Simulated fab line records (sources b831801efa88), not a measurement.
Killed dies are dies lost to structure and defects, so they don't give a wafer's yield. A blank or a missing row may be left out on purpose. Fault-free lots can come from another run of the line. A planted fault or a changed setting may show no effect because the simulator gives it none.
Problem report in the 8D (eight disciplines) form, filled by code || flow gf180mcu || the parts of the form that need people (team, actions taken, sign-off) are left out

== 1. THE ISSUE ==
Mean NWELL_RS at GF_VT_IMPLANT_RS_MEAS_47: 476.9 ohm/sq over 6 wafers in 2 lots; fault-free wafers: 488.3 ohm/sq, standard deviation 1.4. Measured from the usual mean, that is -8.1 standard deviations.
The step: measures by four-point-probe.
First observed at day 10 08:28: wafer L474.1, on filmMetro-02. Wafers with a number at this step in the record: 36, from 12 lots. By rule, "out" or "out of limits" means more than 4 standard deviations away from the usual mean. All remaining wafers that have a number are taken as sound.

== 2. WHAT IT IS AND WHAT IT IS NOT ==
{"question": "which readings at this step", "is": "NWELL_RS", "is not": "-"}
{"question": "which lots", "is": "L474, L476", "is not": "L465, L466, L467, L468, L473, L483, L484, L485, L486, L488"}
{"question": "which wafers of those lots", "is": "all that have a number", "is not": "-"}
{"question": "read on which gauges", "is": "filmMetro-02", "is not": "filmMetro-03"}
{"question": "when", "is": "from day 10 08:28", "is not": "up to then (15 sound wafers); but 15 sound wafers of L483, L484, L485, L486, L488 came after"}

== 3. WHAT RULES OUT EACH SUSPECT ==
Counting: a tool at any process step up to the reading remains a suspect when it ran all the lots that are out and ran no sound lot after the first of those.
- the gauge at GF_VT_IMPLANT_RS_MEAS_47 has been ruled out. All the wafers that are out were read on filmMetro-02, but those of them that GF_NWELL_IMPLANT_08 has rows for are out there too, on other tools.
- implanter-04 at GF_NWELL_IMPLANT_08: ruled out as a lasting fault. After its first lot that is out, L474 (day 5 13:03), sound lots L488 ran on it.
Left after counting: nothing in the record.

== 4. THE CAUSE (what the simulator had put in) ==
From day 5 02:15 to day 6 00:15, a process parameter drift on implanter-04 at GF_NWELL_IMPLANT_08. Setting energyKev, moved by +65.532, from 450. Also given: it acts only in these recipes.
The count ruled it out by mistake, since the rule takes a fault to strike every lot its tool runs from the start of the fault on, and this one did not do so.

== 5. SEQUENCE OF EFFECTS, ordered by route ==
Each row: a reading where the mean over the struck wafers with a number is more than 3 standard deviations away from the usual. Only readings for which the record gives a usual standard deviation are gone through. hours: the time from each lot's start at the first step in this table that gives one to its start at this step, as a median over the lots. sigmas: the change in usual standard deviations.
{"hours": 0, "step": "GF_NWELL_IMPLANT_08", "reading": "beamEnergyKeV", "usual": 449.95, "on struck wafers": 515.46, "change": "+65.51", "sigmas": "+99 or more"}
{"hours": 118, "step": "GF_VT_IMPLANT_RS_MEAS_47", "reading": "NWELL_RS", "usual": "488.3 ohm/sq", "on struck wafers": 476.9, "change": -11.4, "sigmas": -8.1}
Its process steps:
- GF_NWELL_IMPLANT_08
Later steps that measure or inspect, where all struck wafers having a row at the step show a number for every such reading and not one has moved that far: GF_VT_IMPLANT_RS_MEAS_48.

== 6. HOW IT WOULD HAVE BEEN CAUGHT EARLIER ==
In this record the first reading out of limits at a measuring or inspecting step was taken at day 10 08:28, 126 hours after the fault began at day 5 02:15.
The tool's own readings at GF_NWELL_IMPLANT_08 were out on every struck wafer that the step has a row for (beamEnergyKeV): an alarm limit on them would have fired on the first of those.
